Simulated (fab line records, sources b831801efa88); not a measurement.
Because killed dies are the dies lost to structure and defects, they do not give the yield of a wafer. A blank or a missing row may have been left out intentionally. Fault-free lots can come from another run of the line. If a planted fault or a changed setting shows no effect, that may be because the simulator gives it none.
2 desks looking at one fault ; flow gf180mcu ; each desk holds nothing but its own numbers, with what lay behind them at the end

## METROLOGY DESK
What the gauges read, lot by lot, whatever tool the lot ran on: means of the sampled wafers that have a number. If a lot's mean is further than 4 standard deviations from the usual mean, the lot is out of limits and carries the mark OUT (the distance appears in the brackets).
Columns: A = cd-nm at GF_V1_CD_MEAS_14, usual 259.6 nm; B = V1_OVL at GF_V1_OVL_MEAS_15, usual 1 nm
lot;first seen here;A;B
L399;day 18 22:23;259.6;-3
L404;day 20 18:55;259.3;-3
L415;day 25 01:54;258.0;2
L417;day 25 08:19;258.2;-1
L419;day 25 22:16;261.0;3
L420;day 26 06:11;258.4;4
Result from this desk: across the 6 lots, nothing is out of limits.

## DESK OF THE TOOL OWNER: pvd-sputter-04
At GF_V1_SPUTTER_22 (material TiN, target thk 10 nm, time 40 s) the tool's own readings: per lot run on this tool, the mean of the sampled wafers that have a number. If a lot's mean is further than 4 standard deviations from the usual mean, the lot is out of limits and carries the mark OUT (the distance appears in the brackets).
Columns: A = cathode-dc-power-W at GF_V1_SPUTTER_22, usual 4000.0 W; B = throttle-valve-pct at GF_V1_SPUTTER_22, usual 30.5 %
lot;first seen here;A;B
L404;day 20 19:50;3999.3;31.0
L415;day 25 02:46;3999.9;30.3
L417;day 25 09:11;4000.3;30.9
Result from this desk: across the 3 lots, nothing is out of limits.

## TAKEN TOGETHER
Nothing out of limits was seen by the metrology desk.
Nothing out of limits was seen by the tool owner's desk.

## WHAT THE SIMULATOR PUT IN
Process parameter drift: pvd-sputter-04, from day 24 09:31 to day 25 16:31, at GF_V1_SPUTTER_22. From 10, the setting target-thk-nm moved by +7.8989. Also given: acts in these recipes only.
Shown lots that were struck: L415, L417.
